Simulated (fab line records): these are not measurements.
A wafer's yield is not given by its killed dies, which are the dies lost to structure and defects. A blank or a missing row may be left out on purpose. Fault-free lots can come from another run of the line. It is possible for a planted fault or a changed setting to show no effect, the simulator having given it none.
A struck lot beside a sound one :: flow sky130 :: 15 steps out of a route of 708
Sound: these wafers, L515.1, L515.5, L515.6. Struck: wafers L520.1, L520.5. (L520.2 of the same lot was not struck and is left out.) The cause comes at the end.
Order at every step that has rows: each side's tool, ch and its chambers, its first start. Under that, the readings that differ: sound wafers :: struck wafers :: difference of the means :: sigmas: that difference in standard deviations of wafers without a fault.
alike: readings whose means differ by less than 2 such deviations, and words and numbers that are the same on both sides. not compared: withheld readings, readings that some wafer has no value for, bounds like >300 that may hide the same value, and numbers for which the record gives no deviation and whose values overlap.
Wherever a step has rows on one side only, a row that says differs or no value, or a row with sigmas, the two part there. When numbers do not overlap yet have no deviation, they are printed without sigmas and do not part them. A reading missing from all wafers of one side parts the sides only when that side holds two or more wafers.

SKY_METAL3_SPUTTER_01: material TiN, target thk 20 nm, time 16.7 s.
  sound: pvd sputter-03 at day 39 07:35; struck: pvd sputter-01 at day 41 00:00
  alike: throttle valve pct
SKY_METAL3_SPUTTER_02: material AlCu, target thk 735 nm, time 39.1 s.
  sound: pvd sputter-03 at day 39 07:37; struck: pvd sputter-01 at day 41 00:02
  alike: throttle valve pct
SKY_METAL3_SPUTTER_03: material Ti, target thk 5 nm, time 3.3 s.
  sound: pvd sputter-03 at day 39 07:39; struck: pvd sputter-01 at day 41 00:04
  alike: throttle valve pct
then, 1 step without rows for these wafers: SKY_METAL3_SPUTTER_04 (material TiN, target thk 70 nm, time 58.3 s).
SKY_CAPM_CVD_00: deposits SiO2, target thk 15.5 nm.
  sound on pecvd-01 ch 0,1, day 39 07:43; struck on pecvd-02 ch 0,2, day 41 00:08
  alike: heater power w
SKY_CAPM_THK_MEAS_01:
  sound: film metro-03 at day 39 07:44; struck: film metro-01 at day 41 00:10
  alike: CAPM_CVD_00_THK
SKY_CAPM_SPUTTER_02: material TiN, target thk 200 nm, time 166.7 s.
  sound: pvd sputter-01 at day 39 07:47; struck: pvd sputter-02 at day 41 00:13
  alike: throttle valve pct
SKY_CAPM_RS_MEAS_03: measures by four-point-probe.
  sound: film metro-01 at day 39 07:54; struck: film metro-01 at day 41 00:19
  alike: CAPM_TIN_RS
SKY_CAPM_THK_MEAS_04: measures by xrf.
  sound: film metro-01 at day 39 08:01; struck: film metro-01 at day 41 00:26
  alike: CAPM_TIN_THK
then, 3 steps without rows for these wafers: SKY_CAPM_DEHYDRATE_05 (time 60 s); SKY_CAPM_HMDS_06 (prime time 60 s); SKY_CAPM_COAT_07 (resist thk 1140 nm).
SKY_CAPM_SOFTBAKE_08: time 60 s.
  sound on litho track-04 ch 0, day 39 20:01; struck on litho track-04 ch 0, day 41 12:46
reading: heater power total W (W)
sound: 56.60 56.63 56.63
struck: 57.54 57.63
difference: +0.96
sigmas: +23

reading: run length s (s)
sound: 89.14 89.08 89.12
struck: 86.26 86.31
difference: -2.83
sigmas: -19
then, 1 step without rows for these wafers: SKY_CAPM_EXPOSE_09 (exposes mask CAPM, target cd 1000 nm).
-- the record jumps here: 8 days lie between the struck wafers' starts before and after (it left off in module CAPM and takes up again in module PAD_OPEN, whose first step shown is number 708 of the route) --
SKY_PAD_OPEN_PROBE_99:
  sound: prober-01 at day 48 05:03; struck: prober-02 at day 49 13:16
  alike: defect limited yield, killed_at_M0_to_M3, killed_at_M4_up, killed at contacts, killed at front end, killed at other, killed dies, killed open, killed short, sort_bin_3_pad_short, sort_bin_5_function, sort_bin_6_memory, sort n pass, sort yield pct

== WHERE THEY PART ==
Only at SKY_CAPM_SOFTBAKE_08, within this record. Later steps at which nothing parts them and some readings are alike: SKY_PAD_OPEN_PROBE_99.

WHY: what the simulator had put in
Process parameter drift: litho track-04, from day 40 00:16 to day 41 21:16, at SKY_CAPM_SOFTBAKE_08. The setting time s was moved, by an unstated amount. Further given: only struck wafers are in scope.
